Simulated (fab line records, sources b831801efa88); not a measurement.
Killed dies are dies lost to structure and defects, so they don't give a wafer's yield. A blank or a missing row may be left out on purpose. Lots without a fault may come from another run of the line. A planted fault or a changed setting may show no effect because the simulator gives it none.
Which tool did it? | flow gf180mcu | 14 lots, 42 wafers sampled, at 4 steps of a route of 602

WHAT THE GAUGES READ, wafer by wafer
GF_M1_CD_MEAS_14: target cd 230 nm.
lot  | measured     | on        | cd_nm (nm)
L940 | day 16 21:05 | cd_sem-02 | 229.7 229.8 229.9
L941 | day 17 13:09 | cd_sem-02 | 230.2 229.8 229.1
L942 | day 17 20:09 | cd_sem-01 | 229.0 229.8 229.4
L943 | day 18 05:34 | cd_sem-02 | 229.0 229.3 229.1
L944 | day 18 12:39 | cd_sem-01 | 228.1 227.1 227.4
L945 | day 19 02:25 | cd_sem-01 | 230.1 231.6 230.2
L946 | day 19 10:57 | cd_sem-01 | 230.4 230.8 230.9
L947 | day 19 17:57 | cd_sem-01 | 228.5 229.6 229.1
L948 | day 20 03:50 | cd_sem-01 | 229.6 228.5 228.8
L951 | day 21 06:40 | cd_sem-01 | 230.3 229.2 231.7
L952 | day 21 16:07 | cd_sem-01 | 229.8 228.7 230.1
L955 | day 22 18:48 | cd_sem-02 | 230.4 229.6 230.8
L958 | day 23 17:15 | cd_sem-02 | 231.1 231.3 231.5
L959 | day 24 03:18 | cd_sem-02 | 230.2 231.1 228.7

GF_M3_CD_MEAS_14: target cd 280 nm.
lot  | measured     | on        | cd_nm (nm)
L940 | day 21 01:58 | cd_sem-02 | 279.2 280.0 280.9
L941 | day 21 18:16 | cd_sem-02 | 281.8 283.1 280.3
L942 | day 22 01:12 | cd_sem-01 | 278.5 278.5 277.8
L943 | day 22 11:37 | cd_sem-01 | 280.3 280.7 281.5
L944 | day 22 18:40 | cd_sem-01 | 278.9 278.3 279.6
L945 | day 23 05:29 | cd_sem-01 | 279.0 279.4 279.8
L946 | day 23 15:40 | cd_sem-01 | 278.8 278.9 279.1
L947 | day 23 22:19 | cd_sem-01 | 278.2 279.2 280.4
L948 | day 24 06:23 | cd_sem-02 | 280.0 280.7 280.9
L951 | day 25 09:01 | cd_sem-01 | 278.1 278.9 280.0
L952 | day 25 16:08 | cd_sem-01 | 281.3 280.0 280.8
L955 | day 26 17:07 | cd_sem-02 | 279.4 279.9 280.0
L958 | day 27 13:20 | cd_sem-01 | 280.5 281.0 280.6
L959 | day 27 20:55 | cd_sem-01 | 279.1 278.8 280.1

WHICH TOOL RAN EACH LOT (tool, then ch and the chambers of the sampled wafers, then the start)
lot  | GF_HV_LDD_SOFTBAKE_27             | GF_V2_ETCH_17
L940 | litho_track-03 ch 0, day 10 23:44 | rie_diel-01 ch 1,2,3, day 21 01:58 or earlier
L941 | litho_track-04 ch 0, day 11 12:21 | rie_diel-01 ch 0,3, day 21 18:16 or earlier
L942 | litho_track-02 ch 0, day 11 19:15 | rie_diel-01 ch 1,2,3, day 22 01:12 or earlier
L943 | litho_track-02 ch 0, day 12 00:54 | rie_diel-01 ch 0,1,3, day 22 11:37 or earlier
L944 | litho_track-04 ch 0, day 12 07:42 | rie_diel-04 ch 0,1,2, day 22 18:40 or earlier
L945 | litho_track-02 ch 0, day 12 19:13 | rie_diel-04 ch 1,3, day 23 05:29 or earlier
L946 | litho_track-02 ch 0, day 13 03:00 | rie_diel-01 ch 0,1,2, day 23 15:40 or earlier
L947 | litho_track-04 ch 0, day 13 09:24 | rie_diel-01 ch 2,3, day 23 22:19 or earlier
L948 | litho_track-03 ch 0, day 13 17:40 | rie_diel-01 ch 0,1,2, day 24 06:23 or earlier
L951 | litho_track-02 ch 0, day 14 15:17 | rie_diel-03 ch 1,3, day 25 09:01 or earlier
L952 | litho_track-02 ch 0, day 14 23:46 | rie_diel-03 ch 0,1,3, day 25 16:08 or earlier
L955 | litho_track-02 ch 0, day 16 02:38 | rie_diel-04 ch 0,2, day 26 17:07 or earlier
L958 | litho_track-02 ch 0, day 16 23:32 | rie_diel-03 ch 0,3, day 27 13:20 or earlier
L959 | litho_track-04 ch 0, day 17 10:06 | rie_diel-03 ch 0,2,3, day 27 20:55 or earlier
- GF_HV_LDD_SOFTBAKE_27: time 60 s.
- GF_V2_ETCH_17: etches SiO2 in C4F8/O2/Ar, stops on TiN, target depth 630 nm.

WHAT THE TOOLS THEMSELVES READ (means of the sampled wafers that have a number; where no wafer has one, the mark that the record gives instead)
GF_HV_LDD_SOFTBAKE_27.
lot  | tool           | run_length_s (s)
L940 | litho_track-03 | 89.01
L941 | litho_track-04 | 89.09
L942 | litho_track-02 | 88.88
L943 | litho_track-02 | 88.94
L944 | litho_track-04 | 89.08
L945 | litho_track-02 | 88.93
L946 | litho_track-02 | 89.12
L947 | litho_track-04 | 89.15
L948 | litho_track-03 | 88.99
L951 | litho_track-02 | 89.02
L952 | litho_track-02 | 88.89
L955 | litho_track-02 | 90.36
L958 | litho_track-02 | 90.34
L959 | litho_track-04 | 89.28

GF_V2_ETCH_17.
lot  | tool        | oes_product_au (a.u.)
L940 | rie_diel-01 | 0.855
L941 | rie_diel-01 | 0.855
L942 | rie_diel-01 | 0.855
L943 | rie_diel-01 | 0.852
L944 | rie_diel-04 | 0.857
L945 | rie_diel-04 | 0.858
L946 | rie_diel-01 | 0.860
L947 | rie_diel-01 | 0.853
L948 | rie_diel-01 | 0.854
L951 | rie_diel-03 | 0.861
L952 | rie_diel-03 | 0.855
L955 | rie_diel-04 | 0.851
L958 | rie_diel-03 | 0.859
L959 | rie_diel-03 | 0.855

THE ANSWER, worked out from the rows above alone
Rule: what is usual is taken from the lots themselves. Put in order of their means at a reading, lots are off if they are a third of the lots or fewer, leave a main group of 4 or more, and stand apart from it by a gap of 3 or more times the standard deviation of the main group's means; of several such gaps the widest counts. A main group whose means are all the same, to the digits that the tables above print for the reading, isn't used. A lot without any number at a reading at which 4 lots or more have one is off too. The other lots that the step has rows for count as sound. The gauges are gone through in route order, then the tools' own readings, and for those a lot's mean is taken as printed above. The first step at which some lot is off is used, and at that step the reading that is off furthest; a lot without a number counts as furthest.
Off: L955, L958, at GF_HV_LDD_SOFTBAKE_27 (run_length_s). The main group: mean 89.03 s, standard deviation 0.11.
A tool fits if, at that step or a process step before it, it ran every lot that is off, and no sound lot after the first of them. One fits: litho_track-02 at GF_HV_LDD_SOFTBAKE_27. Its last sound lot is L952 (day 14 23:46), its first lot that is off L955 (day 16 02:38): a fault that began between those two fits.
The tool's own readings at GF_HV_LDD_SOFTBAKE_27 bear it out: on the lots that are off they differ by more than 5 times the standard deviation of the sound lots' means. run_length_s reads 90.35 s there against 89.03 s on the sound lots.

WHAT THE SIMULATOR HAD PUT IN
Process parameter drift: litho_track-02, from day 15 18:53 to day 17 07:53, at GF_HV_LDD_SOFTBAKE_27. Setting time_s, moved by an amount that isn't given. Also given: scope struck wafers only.
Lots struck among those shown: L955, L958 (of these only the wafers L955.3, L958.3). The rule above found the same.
